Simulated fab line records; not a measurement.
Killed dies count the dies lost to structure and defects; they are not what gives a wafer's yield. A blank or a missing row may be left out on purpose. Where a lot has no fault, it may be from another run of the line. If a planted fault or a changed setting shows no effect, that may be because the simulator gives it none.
Matching of chambers	flow sky130	cmp-01 running SKY_VIA4_CMP_21: 4 sister chambers
The step polishes, stops on SiO2, t overpolish 25 s, target thk 0 nm. 8 wafers are shown with their chamber, then 8 later ones without.

== WAFERS PAIRED WITH THEIR CHAMBERS ==
wafer	chamber	motor current A (A)	time to endpoint s (s)
L868.6	1	14.6	126
L870.3	1	14.5	123
L872.2	3	9.8	119
L872.6	0	13.1	130
L875.1	3	10.5	123
L875.3	0	13.6	131
L875.5	2	11.8	122
L886.2	2	11.6	121

== WAFERS WHOSE CHAMBER IS MISSING ==
wafer	motor current A (A)	time to endpoint s (s)
L886.3	14.7	119
L886.4	12.8	129
L887.1	11.3	113
L887.3	14.3	119
L887.5	10.1	122
L888.3	10.1	123
L888.4	11.8	115
L888.5	9.6	119

== CHAMBER TAKEN BY EACH ==
wafer	from the rows above	in truth
L886.3	1	1
L886.4	0	0
L887.1	can't be placed: 2 or 3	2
L887.3	1	1
L887.5	3	3
L888.3	3	3
L888.4	2	2
L888.5	3	3
Correct placement for 7 of the 8. Can't be placed from these rows: 1 (the true chamber is among the candidates in 1). Number placed wrongly: 0.
How it was worked out, from the rows above alone: a wafer's distance from a chamber is the root of the sum, over the readings, of the square of ((its reading less the chamber's mean) divided by the reading's scatter). The wafer belongs to the nearest chamber; if the next one is less than 2 further off, it can't be placed. A chamber's mean is the mean of its shown wafers. The scatter: the root of (the sum of the squares of (reading less its chamber's mean) over the shown wafers, divided by (wafers less chambers)).
